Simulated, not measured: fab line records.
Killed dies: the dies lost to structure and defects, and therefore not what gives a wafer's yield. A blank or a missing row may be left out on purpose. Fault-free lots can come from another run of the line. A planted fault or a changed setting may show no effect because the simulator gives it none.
Which of the tools did it? -- flow gf180mcu -- 13 lots, 39 wafers sampled, at 4 steps of a route of 602

## WHAT EACH GAUGE READ, for each wafer
GF_V4_RS_MEAS_24: measures by four-point-probe. Usual: V4_W_RS typically reads 0.329 ohm/sq, with standard deviation 0.0047.
lot,measured,on,V4_W_RS (ohm/sq),flag
L522,day 24 06:21,film-metro-02,0.332 0.327 0.330,
L524,day 25 02:10,film-metro-04,0.334 0.333 0.328,
L525,day 25 03:27,film-metro-04,0.326 0.320 0.326,
L526,day 25 20:44,film-metro-02,0.332 0.331 0.333,
L527,day 26 02:10,film-metro-04,0.330 0.324 0.323,
L528,day 26 12:06,film-metro-04,0.328 0.332 0.330,
L529,day 27 04:21,film-metro-04,0.327 0.330 0.327,
L530,day 27 06:15,film-metro-04,0.331 0.329 0.329,
L533,day 28 03:58,film-metro-02,0.327 0.331 0.325,
L534,day 28 12:11,film-metro-01,0.334 0.334 0.335,
L539,day 29 17:15,film-metro-01,0.328 0.328 0.329,
L542,day 30 15:04,film-metro-02,0.325 0.326 0.324,
L545,day 31 06:10,film-metro-02,0.321 0.322 0.328,

GF_TOP_METAL_THK_MEAS_06: measures by xrf. Usual: TOP_METAL_ALCU_THK typically reads 913 nm, with standard deviation 9.7.
lot,measured,on,TOP_METAL_ALCU_THK (nm),flag
L522,day 27 03:14,film-metro-04,921 921 930,
L524,day 27 20:55,film-metro-03,925 919 908,
L525,day 27 22:13,film-metro-04,908 927 914,
L526,day 28 15:02,film-metro-03,913 907 908,
L527,day 28 19:10,film-metro-02,919 922 932,
L528,day 29 08:00,film-metro-03,920 909 915,
L529,day 29 17:19,film-metro-02,907 902 894,
L530,day 29 21:05,film-metro-04,925 924 922,
L533,day 30 16:17,film-metro-02,920 912 908,
L534,day 31 01:14,film-metro-03,909 906 913,
L539,day 32 02:46,film-metro-03,886 898 892,
L542,day 32 22:01,film-metro-03,922 928 926,
L545,day 33 12:06,film-metro-03,907 918 912,

## EACH LOT AND THE TOOL THAT RAN IT (in order: tool; ch and the chambers of the sampled wafers; start)
lot,GF_STI_ETCH_14,GF_V4_CMP_26
L522,"rie-si-01 ch 1,2,3, day 2 02:41","cmp-01 ch 0,1,3, day 24 06:32"
L524,"rie-si-01 ch 1,2,3, day 2 11:48","cmp-02 ch 1,2,3, day 25 02:20"
L525,"rie-si-01 ch 0,2,3, day 2 16:44","cmp-02 ch 1,2,3, day 25 03:38"
L526,"rie-si-01 ch 0,1, day 2 23:29","cmp-01 ch 0,2, day 25 20:58"
L527,"rie-si-01 ch 0,2,3, day 3 03:44","cmp-01 ch 0,1,3, day 26 02:20"
L528,"rie-si-02 ch 1,2,3, day 3 07:38","cmp-02 ch 1,2,3, day 26 12:26"
L529,"rie-si-02 ch 2,3, day 3 13:44","cmp-02 ch 1,2, day 27 04:31"
L530,"rie-si-02 ch 0,3, day 3 18:48","cmp-02 ch 0,1,2, day 27 06:33"
L533,"rie-si-01 ch 0,3, day 4 12:23","cmp-02 ch 1,2,3, day 28 04:32"
L534,"rie-si-02 ch 0,1,2, day 4 16:11","cmp-02 ch 1,2,3, day 28 13:47"
L539,"rie-si-01 ch 0,1,2, day 5 17:03","cmp-02 ch 1,2, day 29 17:34"
L542,"rie-si-01 ch 0,2,3, day 6 10:41","cmp-02 ch 0,2,3, day 30 15:15"
L545,"rie-si-01 ch 2,3, day 6 23:50","cmp-02 ch 0,3, day 31 06:23"
- GF_STI_ETCH_14: etches Si in HBr/Cl2/O2, target depth 360 nm, time 102.9 s.
- GF_V4_CMP_26: polishes, stops on SiO2, t overpolish 15 s, target thk 0 nm.

## AS READ BY THE TOOLS THEMSELVES (means over the sampled wafers that have a number; for cases with no such wafer, the mark the record gives instead)
GF_STI_ETCH_14. Usual: bias-w 150.0 W, standard deviation 0.43; drypump-motor-current-A 5.3 A, standard deviation 0.32; oes-product-au 1.006 a.u., standard deviation 0.0098; throttle-valve-pct 25.653 %, standard deviation 0.01.
lot,tool,bias-w (W),drypump-motor-current-A (A),oes-product-au (a.u.),throttle-valve-pct (%),flag
L522,rie-si-01,149.9,5.3,1.003,25.657,
L524,rie-si-01,149.8,5.3,1.002,25.656,
L525,rie-si-01,150.1,5.5,1.005,25.649,
L526,rie-si-01,150.3,5.5,1.010,25.651,
L527,rie-si-01,149.8,5.5,1.005,25.653,
L528,rie-si-02,150.0,5.4,1.001,25.664,
L529,rie-si-02,150.1,5.3,1.016,25.654,
L530,rie-si-02,150.3,4.9,1.006,25.652,
L533,rie-si-01,149.9,5.7,1.009,25.658,
L534,rie-si-02,149.8,5.2,1.009,25.658,
L539,rie-si-01,150.0,5.3,1.006,25.649,
L542,rie-si-01,149.8,5.5,1.001,25.652,
L545,rie-si-01,149.6,5.4,0.991,25.648,

GF_V4_CMP_26. Usual: edge-zone-pressure-frac 0.999, standard deviation 0.0049; motor-current-A 11.7 A, standard deviation 1.2; overpolish-run-s 15.001 s, standard deviation 0.0089; retaining-ring-pressure-frac 1.000, standard deviation 0.0056; slurry-flow-ml-min 150.0, standard deviation 0.48; time-to-endpoint-s 85 s, standard deviation 4.1.
lot,tool,edge-zone-pressure-frac,motor-current-A (A),overpolish-run-s (s),retaining-ring-pressure-frac,slurry-flow-ml-min,time-to-endpoint-s (s),flag
L522,cmp-01,1.003,11.1,15.002,1.001,149.8,82,
L524,cmp-02,0.996,12.2,15.005,0.999,150.2,83,
L525,cmp-02,1.002,12.0,15.000,1.003,150.0,85,
L526,cmp-01,0.994,12.1,14.993,1.003,150.8,80,
L527,cmp-01,1.001,10.9,15.000,0.998,150.0,82,
L528,cmp-02,1.000,12.2,15.000,1.001,150.2,82,
L529,cmp-02,1.000,12.8,15.004,0.998,149.3,87,
L530,cmp-02,0.997,12.0,15.002,1.000,150.2,85,
L533,cmp-02,0.999,12.3,15.004,0.997,150.2,87,
L534,cmp-02,0.996,12.3,15.005,0.997,150.2,83,
L539,cmp-02,1.002,12.7,15.005,1.002,150.4,91,
L542,cmp-02,0.998,11.7,14.998,0.997,150.0,89,
L545,cmp-02,1.001,11.0,15.004,0.997,150.4,91,

## THE ANSWER, worked out from the rows above alone
Rule: a lot counts as off when the mean over its wafers that have a number is more than 3 standard deviations away from the usual mean. Also off: a lot with no number at a reading for which 4 or more lots have one. Any other lot the step has rows for is counted as sound. The gauges are gone through in route order, then the tools' own readings, and for those a lot's mean is taken as printed above. The first step at which some lot is off is used, and at that step the reading that is off furthest; a lot without a number counts as furthest.
None of the lots is off at any reading shown; this tells nothing.

## WHAT HAD BEEN PUT IN BY THE SIMULATOR
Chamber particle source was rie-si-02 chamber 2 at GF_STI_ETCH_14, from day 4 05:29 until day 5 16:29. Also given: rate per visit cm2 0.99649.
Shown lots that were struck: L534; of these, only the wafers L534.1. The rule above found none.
